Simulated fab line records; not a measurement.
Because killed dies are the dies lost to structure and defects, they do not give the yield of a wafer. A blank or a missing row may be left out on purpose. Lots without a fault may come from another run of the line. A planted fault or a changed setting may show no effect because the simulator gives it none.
Which of the tools did it? | flow gf180mcu | 72 wafers from 24 lots sampled at 6 of the route's 602 steps

## WHAT THE GAUGES READ, wafer by wafer
GF_V2_RS_MEAS_24: a four-point-probe measurement.
lot  | measured     | on            | V2_W_RS (ohm/sq)
L074 | day 20 14:35 | film_metro-02 | 0.330 0.329 0.325
L075 | day 21 06:54 | film_metro-04 | 0.330 0.330 0.327
L076 | day 21 09:58 | film_metro-02 | 0.334 0.334 0.335
L077 | day 21 15:11 | film_metro-04 | 0.327 0.329 0.331
L078 | day 22 02:01 | film_metro-02 | 0.335 0.333 0.332
L079 | day 22 09:02 | film_metro-03 | 0.327 0.328 0.330
L080 | day 23 01:38 | film_metro-02 | 0.330 0.330 0.331
L081 | day 23 12:46 | film_metro-04 | 0.332 0.333 0.329
L082 | day 23 15:26 | film_metro-02 | 0.327 0.331 0.328
L084 | day 23 23:44 | film_metro-02 | 0.326 0.331 0.327
L083 | day 24 00:16 | film_metro-03 | 0.332 0.327 0.327
L085 | day 24 12:19 | film_metro-03 | 0.329 0.327 0.326
L086 | day 24 17:07 | film_metro-02 | 0.326 0.333 0.330
L087 | day 25 03:46 | film_metro-02 | 0.330 0.329 0.330
L088 | day 25 09:32 | film_metro-03 | 0.330 0.336 0.329
L089 | day 25 15:04 | film_metro-02 | 0.332 0.326 0.330
L090 | day 26 01:03 | film_metro-04 | 0.334 0.333 0.331
L091 | day 26 08:53 | film_metro-02 | 0.322 0.327 0.326
L092 | day 26 17:25 | film_metro-02 | 0.334 0.332 0.327
L093 | day 27 00:38 | film_metro-03 | 0.326 0.330 0.327
L094 | day 27 02:31 | film_metro-03 | 0.324 0.327 0.324
L095 | day 27 09:49 | film_metro-02 | 0.327 0.329 0.329
L096 | day 27 15:01 | film_metro-04 | 0.334 0.330 0.330
L097 | day 27 21:10 | film_metro-02 | 0.328 0.326 0.330

GF_V4_CD_MEAS_14: target cd 260 nm.
lot  | measured     | on        | cd_nm (nm)
L074 | day 24 18:20 | cd_sem-02 | 262.2 261.3 261.0
L075 | day 25 06:30 | cd_sem-02 | 259.3 259.3 261.1
L076 | day 25 09:17 | cd_sem-01 | 260.6 262.1 260.3
L077 | day 25 14:32 | cd_sem-01 | 261.1 260.5 260.2
L078 | day 26 00:22 | cd_sem-01 | 263.2 260.9 261.5
L079 | day 26 06:35 | cd_sem-02 | 259.6 259.2 259.7
L080 | day 26 21:23 | cd_sem-02 | 261.3 259.2 260.4
L081 | day 27 06:44 | cd_sem-01 | 259.9 262.2 260.5
L082 | day 27 08:22 | cd_sem-01 | 259.2 259.4 259.8
L084 | day 27 16:28 | cd_sem-02 | 258.7 256.9 258.3
L083 | day 27 17:14 | cd_sem-01 | 259.8 260.9 258.4
L085 | day 28 03:58 | cd_sem-02 | 259.9 260.4 260.5
L086 | day 28 08:25 | cd_sem-01 | 260.4 259.9 259.4
L087 | day 28 18:18 | cd_sem-01 | 259.9 260.8 260.7
L088 | day 28 23:13 | cd_sem-02 | 260.8 260.7 260.4
L089 | day 29 03:46 | cd_sem-02 | 260.4 260.4 261.0
L090 | day 29 14:18 | cd_sem-02 | 259.1 258.6 258.9
L091 | day 29 20:36 | cd_sem-01 | 261.2 261.9 262.0
L092 | day 30 05:11 | cd_sem-02 | 261.4 261.6 261.7
L093 | day 30 10:29 | cd_sem-01 | 260.4 260.7 260.4
L094 | day 30 13:22 | cd_sem-01 | 259.3 258.5 257.5
L095 | day 30 18:31 | cd_sem-02 | 260.2 260.7 259.3
L096 | day 31 00:08 | cd_sem-01 | 261.3 260.3 259.9
L097 | day 31 06:04 | cd_sem-02 | 259.8 260.8 260.1

GF_PASSIVATION_THK_MEAS_01.
lot  | measured     | on            | PASSIVATION_CVD_00_THK (nm)
L074 | day 28 11:14 | film_metro-04 | 991 986 989
L075 | day 28 20:41 | film_metro-02 | 1000 999 1007
L076 | day 29 00:20 | film_metro-04 | 998 986 998
L077 | day 29 03:58 | film_metro-04 | 984 976 1003
L078 | day 29 12:49 | film_metro-02 | 991 984 987
L079 | day 29 20:35 | film_metro-02 | 967 999 981
L080 | day 30 09:26 | film_metro-02 | 986 984 992
L081 | day 30 17:09 | film_metro-04 | 981 995 983
L082 | day 30 19:05 | film_metro-02 | 1010 1006 1003
L084 | day 31 03:41 | film_metro-02 | 991 985 992
L083 | day 31 04:47 | film_metro-03 | 990 981 1009
L085 | day 31 12:42 | film_metro-03 | 1008 1012 1011
L086 | day 31 18:15 | film_metro-03 | 1016 1032 1018
L087 | day 32 02:13 | film_metro-03 | 1016 1022 1026
L088 | day 32 06:52 | film_metro-04 | 989 999 1015
L089 | day 32 09:54 | film_metro-02 | 978 988 1003
L090 | day 32 19:02 | film_metro-03 | 991 995 1012
L091 | day 32 23:49 | film_metro-02 | 1005 1005 1022
L092 | day 33 07:17 | film_metro-02 | 991 1000 998
L093 | day 33 11:52 | film_metro-03 | 1000 995 1010
L094 | day 33 15:05 | film_metro-02 | 982 977 1007
L095 | day 33 19:12 | film_metro-03 | 993 1007 998
L096 | day 34 00:19 | film_metro-03 | 982 1005 1006
L097 | day 34 04:40 | film_metro-02 | 987 1001 1008

## EACH LOT AND THE TOOL THAT RAN IT (in order: tool; ch and the chambers of the sampled wafers; start)
lot  | GF_V1_CMP_26                  | GF_M2_STRIP_17                       | GF_V5_SPUTTER_22
L074 | cmp-01 ch 0,2,3, day 18 10:27 | plasma_asher-01 ch 0,1, day 19 11:53 | pvd_sputter-02, day 27 13:38
L075 | cmp-01 ch 0,3, day 19 03:52   | plasma_asher-02 ch 0,1, day 20 04:50 | pvd_sputter-02, day 27 23:49
L076 | cmp-01 ch 2,3, day 19 06:00   | plasma_asher-03 ch 0,1, day 20 07:11 | pvd_sputter-02, day 28 03:13
L077 | cmp-02 ch 1,2,3, day 19 11:44 | plasma_asher-03 ch 1, day 20 12:49   | pvd_sputter-04, day 28 07:10
L078 | cmp-02 ch 0,1,3, day 19 22:11 | plasma_asher-03 ch 0,1, day 20 23:29 | pvd_sputter-04, day 28 16:23
L079 | cmp-02 ch 1,2,3, day 20 07:11 | plasma_asher-03 ch 0,1, day 21 07:32 | pvd_sputter-04, day 28 23:47
L080 | cmp-02 ch 1,2, day 20 23:16   | plasma_asher-01 ch 0,1, day 21 23:56 | pvd_sputter-03, day 29 12:28
L081 | cmp-01 ch 0,3, day 21 11:10   | plasma_asher-01 ch 0,1, day 22 11:49 | pvd_sputter-03, day 29 21:05
L082 | cmp-02 ch 1,2,3, day 21 13:40 | plasma_asher-02 ch 0,1, day 22 13:49 | pvd_sputter-04, day 29 23:29
L084 | cmp-01 ch 0,2,3, day 21 22:02 | plasma_asher-01 ch 0,1, day 22 22:19 | pvd_sputter-03, day 30 07:34
L083 | cmp-02 ch 1,2,3, day 21 22:02 | plasma_asher-01 ch 0,1, day 22 22:46 | pvd_sputter-03, day 30 08:43
L085 | cmp-01 ch 0,1,3, day 22 12:33 | plasma_asher-01 ch 0,1, day 23 12:07 | pvd_sputter-02, day 30 17:11
L086 | cmp-01 ch 0,1,2, day 22 16:31 | plasma_asher-02 ch 0, day 23 16:40   | pvd_sputter-03, day 30 22:26
L087 | cmp-02 ch 0,1, day 23 04:41   | plasma_asher-02 ch 0,1, day 24 04:07 | pvd_sputter-04, day 31 06:58
L088 | cmp-01 ch 1,2, day 23 10:03   | plasma_asher-01 ch 0,1, day 24 09:14 | pvd_sputter-02, day 31 11:11
L089 | cmp-01 ch 0,2,3, day 23 16:04 | plasma_asher-03 ch 0,1, day 24 14:46 | pvd_sputter-02, day 31 15:26
L090 | cmp-01 ch 0,2,3, day 24 02:55 | plasma_asher-03 ch 0,1, day 25 01:19 | pvd_sputter-03, day 32 00:49
L091 | cmp-01 ch 1,2, day 24 11:42   | plasma_asher-01 ch 0,1, day 25 10:01 | pvd_sputter-03, day 32 06:16
L092 | cmp-01 ch 0,1,3, day 24 19:49 | plasma_asher-01 ch 0,1, day 25 18:29 | pvd_sputter-02, day 32 13:23
L093 | cmp-01 ch 1,2,3, day 25 00:53 | plasma_asher-02 ch 0,1, day 26 01:51 | pvd_sputter-04, day 32 18:40
L094 | cmp-01 ch 0,1,3, day 25 05:55 | plasma_asher-01 ch 0,1, day 26 03:51 | pvd_sputter-02, day 32 21:56
L095 | cmp-02 ch 0,2,3, day 25 14:23 | plasma_asher-02 ch 0,1, day 26 11:26 | pvd_sputter-03, day 33 02:13
L096 | cmp-02 ch 0,1,3, day 25 19:37 | plasma_asher-02 ch 0,1, day 26 16:41 | pvd_sputter-02, day 33 06:49
L097 | cmp-01 ch 2,3, day 26 02:09   | plasma_asher-03 ch 0,1, day 26 22:58 | pvd_sputter-04, day 33 11:20
- GF_V1_CMP_26: polishes, stops on SiO2, t overpolish 15 s, target thk 0 nm.
- GF_M2_STRIP_17: strips in O2/N2.
- GF_V5_SPUTTER_22: material TiN, target thk 10 nm, time 40 s.

## AS READ BY THE TOOLS THEMSELVES (means over the sampled wafers that have a number; for cases with no such wafer, the mark the record gives instead)
GF_V1_CMP_26.
lot  | tool   | edge_zone_pressure_frac | head_pressure_psi (psi) | motor_current_A (A) | overpolish_run_s (s) | time_to_endpoint_s (s)
L074 | cmp-01 | 1.001                   | 3.505                   | 12.6                | 14.996               | 88
L075 | cmp-01 | 0.994                   | 3.506                   | 12.9                | 14.999               | 86
L076 | cmp-01 | 0.999                   | 3.502                   | 12.5                | 15.007               | 84
L077 | cmp-02 | 0.998                   | 3.503                   | 10.7                | 15.006               | 91
L078 | cmp-02 | 1.000                   | 3.499                   | 11.2                | 14.999               | 88
L079 | cmp-02 | 1.001                   | 3.501                   | 10.2                | 14.999               | 84
L080 | cmp-02 | 1.001                   | 3.505                   | 10.3                | 14.990               | 95
L081 | cmp-01 | 1.001                   | 3.503                   | 12.4                | 14.998               | 81
L082 | cmp-02 | 1.004                   | 3.505                   | 10.6                | 14.998               | 86
L084 | cmp-01 | 0.994                   | 3.500                   | 12.2                | 15.003               | 85
L083 | cmp-02 | 0.999                   | 3.504                   | 10.5                | 15.001               | 84
L085 | cmp-01 | 0.995                   | 3.500                   | 12.3                | 14.998               | 84
L086 | cmp-01 | 1.004                   | 3.493                   | 12.8                | 15.006               | 84
L087 | cmp-02 | 0.999                   | 3.496                   | 12.2                | 14.990               | 89
L088 | cmp-01 | 1.004                   | 3.502                   | 12.2                | 15.009               | 81
L089 | cmp-01 | 0.999                   | 3.495                   | 12.3                | 15.010               | 82
L090 | cmp-01 | 0.992                   | 3.503                   | 12.5                | 14.999               | 81
L091 | cmp-01 | 1.006                   | 3.500                   | 11.9                | 14.995               | 81
L092 | cmp-01 | 1.000                   | 3.488                   | 12.3                | 15.004               | 85
L093 | cmp-01 | 1.000                   | 3.497                   | 11.5                | 14.998               | 79
L094 | cmp-01 | 1.003                   | 3.499                   | 11.7                | 14.997               | 81
L095 | cmp-02 | 1.005                   | 3.502                   | 11.8                | 14.995               | 82
L096 | cmp-02 | 0.996                   | 3.502                   | 10.8                | 14.996               | 86
L097 | cmp-01 | 1.000                   | 3.497                   | 12.5                | 15.008               | 83

GF_M2_STRIP_17.
lot  | tool            | drypump_motor_current_A (A) | heater_power_w (W) | oes_product_au (a.u.) | strip_time_to_endpoint_s (s)
L074 | plasma_asher-01 | 5.3                         | 300                | 0.558                 | 7.89
L075 | plasma_asher-02 | 5.5                         | 308                | 0.559                 | 7.91
L076 | plasma_asher-03 | 5.7                         | 338                | 0.556                 | 7.86
L077 | plasma_asher-03 | 6.0                         | 307                | 0.559                 | 7.91
L078 | plasma_asher-03 | 5.7                         | 333                | 0.559                 | 7.93
L079 | plasma_asher-03 | 5.7                         | 334                | 0.554                 | 7.80
L080 | plasma_asher-01 | 5.6                         | 304                | 0.554                 | 7.84
L081 | plasma_asher-01 | 5.3                         | 301                | 0.561                 | 7.92
L082 | plasma_asher-02 | 5.5                         | 313                | 0.558                 | 7.85
L084 | plasma_asher-01 | 5.6                         | 309                | 0.559                 | 7.85
L083 | plasma_asher-01 | 5.3                         | 300                | 0.553                 | 7.84
L085 | plasma_asher-01 | 5.3                         | 304                | 0.556                 | 7.85
L086 | plasma_asher-02 | 4.8                         | 321                | 0.556                 | 7.80
L087 | plasma_asher-02 | 5.1                         | 317                | 0.557                 | 7.80
L088 | plasma_asher-01 | 5.3                         | 301                | 0.558                 | 7.91
L089 | plasma_asher-03 | 5.7                         | 340                | 0.558                 | 7.82
L090 | plasma_asher-03 | 5.5                         | 367                | 0.560                 | 7.90
L091 | plasma_asher-01 | 5.3                         | 302                | 0.555                 | 7.84
L092 | plasma_asher-01 | 5.6                         | 303                | 0.559                 | 7.84
L093 | plasma_asher-02 | 5.5                         | 310                | 0.558                 | 7.85
L094 | plasma_asher-01 | 5.6                         | 305                | 0.555                 | 7.83
L095 | plasma_asher-02 | 5.2                         | 313                | 0.555                 | 7.85
L096 | plasma_asher-02 | 5.2                         | 314                | 0.556                 | 7.85
L097 | plasma_asher-03 | 5.7                         | 338                | 0.551                 | 7.82

GF_V5_SPUTTER_22.
lot  | tool           | throttle_valve_pct (%)
L074 | pvd_sputter-02 | 31.1
L075 | pvd_sputter-02 | 30.8
L076 | pvd_sputter-02 | 31.4
L077 | pvd_sputter-04 | 29.8
L078 | pvd_sputter-04 | 30.3
L079 | pvd_sputter-04 | 30.5
L080 | pvd_sputter-03 | 29.5
L081 | pvd_sputter-03 | 29.4
L082 | pvd_sputter-04 | 30.6
L084 | pvd_sputter-03 | 29.2
L083 | pvd_sputter-03 | 29.4
L085 | pvd_sputter-02 | 31.0
L086 | pvd_sputter-03 | 30.7
L087 | pvd_sputter-04 | 29.9
L088 | pvd_sputter-02 | 31.1
L089 | pvd_sputter-02 | 31.2
L090 | pvd_sputter-03 | 29.2
L091 | pvd_sputter-03 | 29.6
L092 | pvd_sputter-02 | 31.0
L093 | pvd_sputter-04 | 30.4
L094 | pvd_sputter-02 | 30.5
L095 | pvd_sputter-03 | 30.0
L096 | pvd_sputter-02 | 31.1
L097 | pvd_sputter-04 | 29.9

## THE ANSWER, worked out from the rows above alone
Rule: usual is defined by the lots themselves. The widest of any qualifying gaps counts: lots, ordered by their means at a reading, are off when they make up no more than a third of the lots, leave a main group of 4 or more, and stand apart from it by 3 or more times the standard deviation of that group's means. A main group whose means are all the same, to the digits that the tables above print for the reading, isn't used. A lot without any number at a reading at which 4 lots or more have one is off too. Where the step has rows for the other lots, those lots are counted as sound. First the gauges in route order, then the tools' own readings, where a lot's mean is used as printed above. The first step at which some lot is off is used, and at that step the reading that is off furthest; a lot without a number counts as furthest.
No lot is off on any of the readings shown, so nothing can be concluded from this.

## WHAT THE SIMULATOR PUT IN
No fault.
